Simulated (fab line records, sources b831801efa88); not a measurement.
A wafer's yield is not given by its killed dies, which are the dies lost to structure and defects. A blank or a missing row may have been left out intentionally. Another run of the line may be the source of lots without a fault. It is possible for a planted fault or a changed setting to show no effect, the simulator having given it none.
The tool behind it: which one?    flow sky130    11 lots with 33 wafers sampled at 5 steps, on a route of 708 steps

== WHAT THE GAUGES SHOWED, per wafer ==
SKY_VIA2_THK_MEAS_01. Usual: VIA2_HDPCVD_THK 1179 nm, standard deviation 12.
lot   measured      on             VIA2_HDPCVD_THK (nm)  flag
L389  day 35 13:04  film_metro-04  1164 1181 1158        
L390  day 35 20:01  film_metro-01  1163 1182 1171        
L391  day 36 00:22  film_metro-03  1191 1165 1189        
L392  day 36 10:35  film_metro-04  1177 1161 1169        
L401  day 39 07:02  film_metro-01  1781 1772 1784        OFF
L402  day 39 12:28  film_metro-01  1758 1762 1774        OFF
L408  day 41 08:59  film_metro-01  1200 1210 1191        
L409  day 41 11:35  film_metro-01  1189 1155 1184        
L410  day 41 18:04  film_metro-03  1163 1196 1181        
L411  day 42 03:20  film_metro-04  1161 1192 1166        
L412  day 42 08:53  film_metro-04  1173 1188 1178        

SKY_VIA2_BOW_MEAS_03. Usual: VIA2_BOW 85 um, standard deviation 6.7.
lot   measured      on             VIA2_BOW (um)  flag
L389  day 35 13:26  film_metro-04  75 87 80       
L390  day 35 20:24  film_metro-04  94 87 86       
L391  day 36 00:43  film_metro-03  94 88 88       
L392  day 36 11:15  film_metro-01  80 100 79      
L401  day 39 07:24  film_metro-04  81 84 83       
L402  day 39 12:53  film_metro-03  84 88 97       
L408  day 41 09:22  film_metro-01  87 96 79       
L409  day 41 11:57  film_metro-01  97 93 93       
L410  day 41 18:36  film_metro-01  84 91 84       
L411  day 42 03:42  film_metro-03  87 94 86       
L412  day 42 09:15  film_metro-01  82 75 80       

SKY_VIA2_OVL_MEAS_13. Usual: VIA2_OVL -3 nm, standard deviation 4.9.
lot   measured      on          VIA2_OVL (nm)  flag
L389  day 36 15:23  overlay-01  -3 0 3         
L390  day 36 23:13  overlay-01  -1 -7 -7       
L391  day 37 02:44  overlay-02  -3 -5 -3       
L392  day 37 12:37  overlay-01  -14 -6 -10     
L401  day 40 08:08  overlay-02  -10 -12 -5     
L402  day 40 13:34  overlay-01  -13 -9 -14     
L408  day 42 09:20  overlay-02  -6 1 -2        
L409  day 42 11:55  overlay-02  -4 -7 -4       
L410  day 42 18:23  overlay-01  -1 -6 -1       
L411  day 43 03:05  overlay-01  1 3 -1         
L412  day 43 08:43  overlay-01  -5 -4 -7       

== WHICH TOOL RAN EACH LOT (tool, then ch and the chambers of the sampled wafers, then the start) ==
lot   SKY_METAL2_SPUTTER_02         SKY_VIA2_HDPCVD_00
L389  pvd_sputter-04, day 34 09:25  hdpcvd-01 ch 0,1,2, day 35 12:57
L390  pvd_sputter-04, day 34 15:57  hdpcvd-01 ch 0,1,2, day 35 19:55
L391  pvd_sputter-02, day 34 20:09  hdpcvd-02 ch 0,1,2, day 36 00:14
L392  pvd_sputter-04, day 35 06:46  hdpcvd-01 ch 0,1, day 36 10:27
L401  pvd_sputter-03, day 38 04:19  hdpcvd-01 ch 0,2, day 39 06:55
L402  pvd_sputter-02, day 38 10:46  hdpcvd-01 ch 0,1, day 39 12:20
L408  pvd_sputter-03, day 40 07:25  hdpcvd-02 ch 1,2, day 41 08:52
L409  pvd_sputter-04, day 40 10:37  hdpcvd-02 ch 1,2, day 41 11:28
L410  pvd_sputter-04, day 40 16:25  hdpcvd-02 ch 0,1,2, day 41 17:56
L411  pvd_sputter-02, day 41 01:44  hdpcvd-02 ch 0,1, day 42 03:13
L412  pvd_sputter-02, day 41 07:52  hdpcvd-02 ch 0,2, day 42 08:44
- SKY_METAL2_SPUTTER_02: material AlCu, target thk 250 nm, time 13.3 s.
- SKY_VIA2_HDPCVD_00: deposits SiO2, target thk 1180 nm, time 196.7 s.

== WHAT THE TOOLS THEMSELVES READ (means of the sampled wafers that have a number; where no wafer has one, the mark that the record gives instead) ==
SKY_METAL2_SPUTTER_02. Usual: chamber_pressure_pa 0.4000 Pa, standard deviation 0.00078; throttle_valve_pct 29.8 %, standard deviation 1.1.
lot   tool            chamber_pressure_pa (Pa)  throttle_valve_pct (%)  flag
L389  pvd_sputter-04  0.4001                    28.8                    
L390  pvd_sputter-04  0.4005                    29.9                    
L391  pvd_sputter-02  0.4003                    30.9                    
L392  pvd_sputter-04  0.4002                    29.1                    
L401  pvd_sputter-03  0.4002                    30.4                    
L402  pvd_sputter-02  0.4006                    29.0                    
L408  pvd_sputter-03  0.3993                    29.8                    
L409  pvd_sputter-04  0.3996                    29.4                    
L410  pvd_sputter-04  0.3995                    29.2                    
L411  pvd_sputter-02  0.3998                    31.3                    
L412  pvd_sputter-02  0.3999                    31.4                    

SKY_VIA2_HDPCVD_00. Usual: sih4_flow_sccm at 60.00 sccm, with a standard deviation of 0.18.
lot   tool       sih4_flow_sccm (sccm)  flag
L389  hdpcvd-01  59.91                  
L390  hdpcvd-01  60.09                  
L391  hdpcvd-02  59.97                  
L392  hdpcvd-01  60.12                  
L401  hdpcvd-01  90.15                  OFF
L402  hdpcvd-01  89.96                  OFF
L408  hdpcvd-02  59.84                  
L409  hdpcvd-02  60.07                  
L410  hdpcvd-02  59.91                  
L411  hdpcvd-02  59.94                  
L412  hdpcvd-02  60.21                  

== THE ANSWER, worked out from the rows above alone ==
Rule: a lot counts as off when the mean over its wafers that have a number is more than 3 standard deviations away from the usual mean. Also off: a lot with no number at a reading for which 4 or more lots have one. Where the step has rows for the other lots, those lots are counted as sound. Order of review: gauges by route order, followed by the tools' own readings, for which a lot's mean as printed above is used. At the first step where some lot is off, the reading lying furthest off is the one used; lots without a number count as furthest.
Off: L401, L402, seen at SKY_VIA2_THK_MEAS_01 (VIA2_HDPCVD_THK).
If a tool, at a process step before that reading, ran all the lots that are off and no sound lot after the first of them, it fits. The gauges at SKY_VIA2_THK_MEAS_01 aren't tried: what is off there is off at SKY_VIA2_HDPCVD_00 too, on other tools, and a gauge's error can't cause that. One candidate fits, namely hdpcvd-01 at SKY_VIA2_HDPCVD_00. Its last sound lot is L392 (day 36 10:27), its first lot that is off L401 (day 39 06:55): a fault that began between those two fits.
On the lots that are off, the tool's own readings at SKY_VIA2_HDPCVD_00 differ by more than 5 times the standard deviation of the sound lots' means, which bears it out; sih4_flow_sccm reads 90.06 sccm there versus 60.01 sccm on the sound lots.

== WHAT WAS PUT IN BY THE SIMULATOR ==
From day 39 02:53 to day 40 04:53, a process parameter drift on hdpcvd-01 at SKY_VIA2_HDPCVD_00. Setting sih4_flow_sccm, moved by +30, from 60. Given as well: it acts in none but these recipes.
Struck lots among those shown: L401, L402. The same result came from the rule above.
